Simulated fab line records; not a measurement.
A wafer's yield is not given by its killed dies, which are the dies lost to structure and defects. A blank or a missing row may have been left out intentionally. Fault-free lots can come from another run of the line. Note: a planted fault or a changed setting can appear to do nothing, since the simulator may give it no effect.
Matching of chambers | flow gf180mcu | rie-si-02 running GF_STI_ETCH_14: 4 sister chambers
The step etches Si in HBr/Cl2/O2, target depth 360 nm, time 102.9 s. 8 wafers are shown with their chamber, then 11 later ones without.

WAFERS, EACH WITH ITS CHAMBER
wafer  | chamber | drypump-motor-current-A (A) | oes-product-au (a.u.)
L084.4 | 3       | 5.4                         | 0.997
L084.5 | 1       | 5.5                         | 1.021
L086.4 | 1       | 5.4                         | 0.996
L086.6 | 0       | 6.5                         | 1.010
L088.2 | 3       | 5.3                         | 0.997
L088.4 | 2       | 6.2                         | 0.988
L088.6 | 2       | 6.2                         | 0.983
L093.2 | 0       | 6.5                         | 0.996

WAFERS WHOSE CHAMBER IS MISSING
wafer  | drypump-motor-current-A (A) | oes-product-au (a.u.)
L093.4 | 5.3                         | 0.984
L093.6 | 5.3                         | 0.979
L094.1 | 5.4                         | 0.988
L094.5 | 5.3                         | 0.990
L094.6 | 6.4                         | 1.004
L095.1 | 5.4                         | 1.000
L095.3 | 6.2                         | 0.987
L095.4 | 5.3                         | 1.004
L096.1 | 5.3                         | 1.004
L096.5 | 5.4                         | 0.983
L096.6 | 6.2                         | 0.993

THE CHAMBER EACH PASSED THROUGH
wafer  | from the rows above     | in truth
L093.4 | 3                       | 3
L093.6 | 3                       | 3
L094.1 | can't be placed: 3 or 1 | 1
L094.5 | 3                       | 3
L094.6 | 0                       | 0
L095.1 | can't be placed: 3 or 1 | 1
L095.3 | 2                       | 2
L095.4 | can't be placed: 3 or 1 | 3
L096.1 | can't be placed: 3 or 1 | 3
L096.5 | can't be placed: 3 or 1 | 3
L096.6 | 2                       | 2
Placed correctly: 6 of 11. From these rows, 5 cannot be placed; in 5 the true chamber is one of the candidates. Wrongly placed: 0.
How it was worked out, from the rows above alone: a wafer's distance from a chamber is the root of the sum, over the readings, of the square of ((its reading less the chamber's mean) divided by the reading's scatter). If the next closest chamber is less than 2 further off than the closest, the wafer can't be placed; otherwise it belongs to the closest. The mean given for a chamber averages the wafers shown for that chamber. How the scatter is found: for the shown wafers, subtract from each reading the mean of its chamber, square and add these, divide the total by (wafers less chambers), then take the root.
